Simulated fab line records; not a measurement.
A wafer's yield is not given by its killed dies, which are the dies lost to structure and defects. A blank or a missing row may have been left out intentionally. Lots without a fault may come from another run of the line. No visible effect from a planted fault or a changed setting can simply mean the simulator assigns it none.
Which of the tools did it? / flow gf180mcu / 39 wafers from 13 lots sampled at 5 of the route's 602 steps

## WHAT EACH GAUGE READ, for each wafer
GF_HV_LDD_RS_MEAS_53: the measuring method here is four-point-probe.
lot=L147; measured=day 12 23:38; on=film_metro-04; HV_LDD_RS (ohm/sq)=418.0 416.1 418.0
lot=L151; measured=day 13 23:24; on=film_metro-02; HV_LDD_RS (ohm/sq)=417.4 417.1 417.9
lot=L154; measured=day 15 03:45; on=film_metro-01; HV_LDD_RS (ohm/sq)=418.6 418.2 419.3
lot=L156; measured=day 15 23:35; on=film_metro-04; HV_LDD_RS (ohm/sq)=418.0 418.8 417.3
lot=L157; measured=day 16 04:08; on=film_metro-02; HV_LDD_RS (ohm/sq)=409.1 408.3 408.7
lot=L158; measured=day 16 13:55; on=film_metro-01; HV_LDD_RS (ohm/sq)=411.2 411.7 411.8
lot=L160; measured=day 17 06:36; on=film_metro-02; HV_LDD_RS (ohm/sq)=417.3 417.6 418.5
lot=L164; measured=day 18 09:44; on=film_metro-02; HV_LDD_RS (ohm/sq)=418.4 419.0 417.5
lot=L165; measured=day 18 23:47; on=film_metro-04; HV_LDD_RS (ohm/sq)=417.4 420.0 419.2
lot=L166; measured=day 19 03:25; on=film_metro-02; HV_LDD_RS (ohm/sq)=418.0 418.8 419.0
lot=L167; measured=day 19 13:06; on=film_metro-02; HV_LDD_RS (ohm/sq)=417.5 418.3 418.0
lot=L168; measured=day 19 21:31; on=film_metro-01; HV_LDD_RS (ohm/sq)=419.5 419.2 418.3
lot=L169; measured=day 20 03:32; on=film_metro-01; HV_LDD_RS (ohm/sq)=421.1 420.7 420.8

GF_M3_RS_MEAS_05: the measuring method here is four-point-probe.
lot=L147; measured=day 21 02:04; on=film_metro-03; M3_ALCU_RS (ohm/sq)=0.0692 0.0690 0.0693
lot=L151; measured=day 22 03:35; on=film_metro-03; M3_ALCU_RS (ohm/sq)=0.0690 0.0689 0.0692
lot=L154; measured=day 23 13:34; on=film_metro-04; M3_ALCU_RS (ohm/sq)=0.0698 0.0701 0.0697
lot=L156; measured=day 24 09:35; on=film_metro-03; M3_ALCU_RS (ohm/sq)=0.0686 0.0691 0.0687
lot=L157; measured=day 24 14:15; on=film_metro-03; M3_ALCU_RS (ohm/sq)=0.0680 0.0688 0.0675
lot=L158; measured=day 24 23:13; on=film_metro-04; M3_ALCU_RS (ohm/sq)=0.0687 0.0693 0.0699
lot=L160; measured=day 25 14:24; on=film_metro-03; M3_ALCU_RS (ohm/sq)=0.0705 0.0692 0.0693
lot=L164; measured=day 26 12:25; on=film_metro-03; M3_ALCU_RS (ohm/sq)=0.0685 0.0691 0.0695
lot=L165; measured=day 27 04:25; on=film_metro-04; M3_ALCU_RS (ohm/sq)=0.0699 0.0698 0.0696
lot=L166; measured=day 27 06:36; on=film_metro-03; M3_ALCU_RS (ohm/sq)=0.0702 0.0703 0.0706
lot=L167; measured=day 27 13:34; on=film_metro-04; M3_ALCU_RS (ohm/sq)=0.0694 0.0688 0.0691
lot=L168; measured=day 27 20:32; on=film_metro-03; M3_ALCU_RS (ohm/sq)=0.0697 0.0701 0.0696
lot=L169; measured=day 28 01:22; on=film_metro-04; M3_ALCU_RS (ohm/sq)=0.0689 0.0687 0.0689

## TOOL THAT RAN EACH LOT (tool first, then ch and the chambers of the sampled wafers, then the start)
lot=L147; GF_HV_LDD_IMPLANT_34=implanter-03 ch 0, day 12 02:47; GF_CONTACT_CVD_02=pecvd-01 ch 1,2, day 15 18:26; GF_M3_SPUTTER_01=pvd_sputter-03, day 21 01:57
lot=L151; GF_HV_LDD_IMPLANT_34=implanter-03 ch 0, day 13 02:11; GF_CONTACT_CVD_02=pecvd-03 ch 0,1, day 16 20:22; GF_M3_SPUTTER_01=pvd_sputter-01, day 22 03:25
lot=L154; GF_HV_LDD_IMPLANT_34=implanter-04 ch 0, day 14 05:39; GF_CONTACT_CVD_02=pecvd-04 ch 1,2, day 18 04:28; GF_M3_SPUTTER_01=pvd_sputter-01, day 23 13:25
lot=L156; GF_HV_LDD_IMPLANT_34=implanter-04 ch 0, day 15 01:13; GF_CONTACT_CVD_02=pecvd-01 ch 1,2, day 19 02:22; GF_M3_SPUTTER_01=pvd_sputter-03, day 24 09:26
lot=L157; GF_HV_LDD_IMPLANT_34=implanter-03 ch 0, day 15 05:17; GF_CONTACT_CVD_02=pecvd-01 ch 0,1,2, day 19 07:47; GF_M3_SPUTTER_01=pvd_sputter-03, day 24 14:08
lot=L158; GF_HV_LDD_IMPLANT_34=implanter-03 ch 0, day 15 15:00; GF_CONTACT_CVD_02=pecvd-01 ch 2, day 19 17:43; GF_M3_SPUTTER_01=pvd_sputter-02, day 24 23:05
lot=L160; GF_HV_LDD_IMPLANT_34=implanter-01 ch 0, day 16 06:50; GF_CONTACT_CVD_02=pecvd-03 ch 0,2, day 20 10:47; GF_M3_SPUTTER_01=pvd_sputter-03, day 25 14:14
lot=L164; GF_HV_LDD_IMPLANT_34=implanter-01 ch 0, day 17 09:05; GF_CONTACT_CVD_02=pecvd-01 ch 0,1,2, day 21 14:16; GF_M3_SPUTTER_01=pvd_sputter-03, day 26 12:17
lot=L165; GF_HV_LDD_IMPLANT_34=implanter-01 ch 0, day 17 23:07; GF_CONTACT_CVD_02=pecvd-03 ch 0,1, day 22 06:08; GF_M3_SPUTTER_01=pvd_sputter-01, day 27 04:17
lot=L166; GF_HV_LDD_IMPLANT_34=implanter-03 ch 0, day 18 03:11; GF_CONTACT_CVD_02=pecvd-04 ch 0,2, day 22 08:58; GF_M3_SPUTTER_01=pvd_sputter-01, day 27 06:29
lot=L167; GF_HV_LDD_IMPLANT_34=implanter-01 ch 0, day 18 11:50; GF_CONTACT_CVD_02=pecvd-04 ch 0,1, day 22 17:19; GF_M3_SPUTTER_01=pvd_sputter-03, day 27 13:27
lot=L168; GF_HV_LDD_IMPLANT_34=implanter-01 ch 0, day 18 19:55; GF_CONTACT_CVD_02=pecvd-03 ch 1,2, day 23 01:05; GF_M3_SPUTTER_01=pvd_sputter-03, day 27 20:23
lot=L169; GF_HV_LDD_IMPLANT_34=implanter-03 ch 0, day 19 02:05; GF_CONTACT_CVD_02=pecvd-04 ch 0,1, day 23 08:26; GF_M3_SPUTTER_01=pvd_sputter-02, day 28 01:15
- GF_HV_LDD_IMPLANT_34
- GF_CONTACT_CVD_02: deposits SiO2 from TEOS, target thk 860 nm, time 95.992 s.
- GF_M3_SPUTTER_01: material TiN, target thk 30 nm, time 25 s.

## WHAT THE TOOLS THEMSELVES READ (means of the sampled wafers that have a number; where no wafer has one, the mark that the record gives instead)
GF_HV_LDD_IMPLANT_34.
lot=L147 tool=implanter-03 dose_ions_cm2=7.490e+12 faraday_current_uA=42.0
lot=L151 tool=implanter-03 dose_ions_cm2=7.490e+12 faraday_current_uA=42.1
lot=L154 tool=implanter-04 dose_ions_cm2=7.502e+12 faraday_current_uA=41.6
lot=L156 tool=implanter-04 dose_ions_cm2=7.501e+12 faraday_current_uA=43.4
lot=L157 tool=implanter-03 dose_ions_cm2=1.020e+13 faraday_current_uA=57.7
lot=L158 tool=implanter-03 dose_ions_cm2=1.019e+13 faraday_current_uA=57.4
lot=L160 tool=implanter-01 dose_ions_cm2=7.497e+12 faraday_current_uA=41.9
lot=L164 tool=implanter-01 dose_ions_cm2=7.510e+12 faraday_current_uA=42.5
lot=L165 tool=implanter-01 dose_ions_cm2=7.504e+12 faraday_current_uA=41.9
lot=L166 tool=implanter-03 dose_ions_cm2=7.499e+12 faraday_current_uA=43.0
lot=L167 tool=implanter-01 dose_ions_cm2=7.502e+12 faraday_current_uA=42.5
lot=L168 tool=implanter-01 dose_ions_cm2=7.501e+12 faraday_current_uA=42.1
lot=L169 tool=implanter-03 dose_ions_cm2=7.489e+12 faraday_current_uA=42.6

GF_CONTACT_CVD_02.
lot=L147; tool=pecvd-01; heater_power_outer_w (W)=524; heater_power_w (W)=847
lot=L151; tool=pecvd-03; heater_power_outer_w (W)=535; heater_power_w (W)=789
lot=L154; tool=pecvd-04; heater_power_outer_w (W)=480; heater_power_w (W)=730
lot=L156; tool=pecvd-01; heater_power_outer_w (W)=498; heater_power_w (W)=814
lot=L157; tool=pecvd-01; heater_power_outer_w (W)=451; heater_power_w (W)=768
lot=L158; tool=pecvd-01; heater_power_outer_w (W)=482; heater_power_w (W)=739
lot=L160; tool=pecvd-03; heater_power_outer_w (W)=529; heater_power_w (W)=795
lot=L164; tool=pecvd-01; heater_power_outer_w (W)=453; heater_power_w (W)=771
lot=L165; tool=pecvd-03; heater_power_outer_w (W)=409; heater_power_w (W)=656
lot=L166; tool=pecvd-04; heater_power_outer_w (W)=364; heater_power_w (W)=632
lot=L167; tool=pecvd-04; heater_power_outer_w (W)=368; heater_power_w (W)=653
lot=L168; tool=pecvd-03; heater_power_outer_w (W)=389; heater_power_w (W)=658
lot=L169; tool=pecvd-04; heater_power_outer_w (W)=347; heater_power_w (W)=629

GF_M3_SPUTTER_01.
lot=L147; tool=pvd_sputter-03; chamber_pressure_pa (Pa)=0.4008; throttle_valve_pct (%)=31.0
lot=L151; tool=pvd_sputter-01; chamber_pressure_pa (Pa)=0.3997; throttle_valve_pct (%)=29.8
lot=L154; tool=pvd_sputter-01; chamber_pressure_pa (Pa)=0.3996; throttle_valve_pct (%)=29.6
lot=L156; tool=pvd_sputter-03; chamber_pressure_pa (Pa)=0.4005; throttle_valve_pct (%)=30.4
lot=L157; tool=pvd_sputter-03; chamber_pressure_pa (Pa)=0.3989; throttle_valve_pct (%)=31.5
lot=L158; tool=pvd_sputter-02; chamber_pressure_pa (Pa)=0.4005; throttle_valve_pct (%)=30.6
lot=L160; tool=pvd_sputter-03; chamber_pressure_pa (Pa)=0.3996; throttle_valve_pct (%)=31.1
lot=L164; tool=pvd_sputter-03; chamber_pressure_pa (Pa)=0.4005; throttle_valve_pct (%)=31.2
lot=L165; tool=pvd_sputter-01; chamber_pressure_pa (Pa)=0.4001; throttle_valve_pct (%)=29.7
lot=L166; tool=pvd_sputter-01; chamber_pressure_pa (Pa)=0.3992; throttle_valve_pct (%)=29.7
lot=L167; tool=pvd_sputter-03; chamber_pressure_pa (Pa)=0.4007; throttle_valve_pct (%)=31.0
lot=L168; tool=pvd_sputter-03; chamber_pressure_pa (Pa)=0.4003; throttle_valve_pct (%)=31.4
lot=L169; tool=pvd_sputter-02; chamber_pressure_pa (Pa)=0.3998; throttle_valve_pct (%)=31.0

## THE ANSWER, worked out from the rows above alone
Rule: the usual values come from the lots themselves. Put in order of their means at a reading, lots are off if they are a third of the lots or fewer, leave a main group of 4 or more, and stand apart from it by a gap of 3 or more times the standard deviation of the main group's means; of several such gaps the widest counts. Not used: any main group whose means are identical at the precision the tables above print for the reading. A lot without any number at a reading at which 4 lots or more have one is off too. Where the step has rows for the other lots, those lots are counted as sound. After the gauges, taken in route order, come the tools' own readings; for these a lot's mean is taken, as printed above. At the first step where some lot is off, the reading lying furthest off is the one used; lots without a number count as furthest.
Off: L157, L158, at GF_HV_LDD_RS_MEAS_53 (HV_LDD_RS). Main group: mean 418.4 ohm/sq, sd 0.93.
If a tool, at a process step before that reading, ran all the lots that are off and no sound lot after the first of them, it fits. The gauges at GF_HV_LDD_RS_MEAS_53 aren't tried: what is off there is off at GF_HV_LDD_IMPLANT_34 too, on other tools, and a gauge's error can't cause that. None of those tried fits.

## WHAT THE SIMULATOR PUT IN
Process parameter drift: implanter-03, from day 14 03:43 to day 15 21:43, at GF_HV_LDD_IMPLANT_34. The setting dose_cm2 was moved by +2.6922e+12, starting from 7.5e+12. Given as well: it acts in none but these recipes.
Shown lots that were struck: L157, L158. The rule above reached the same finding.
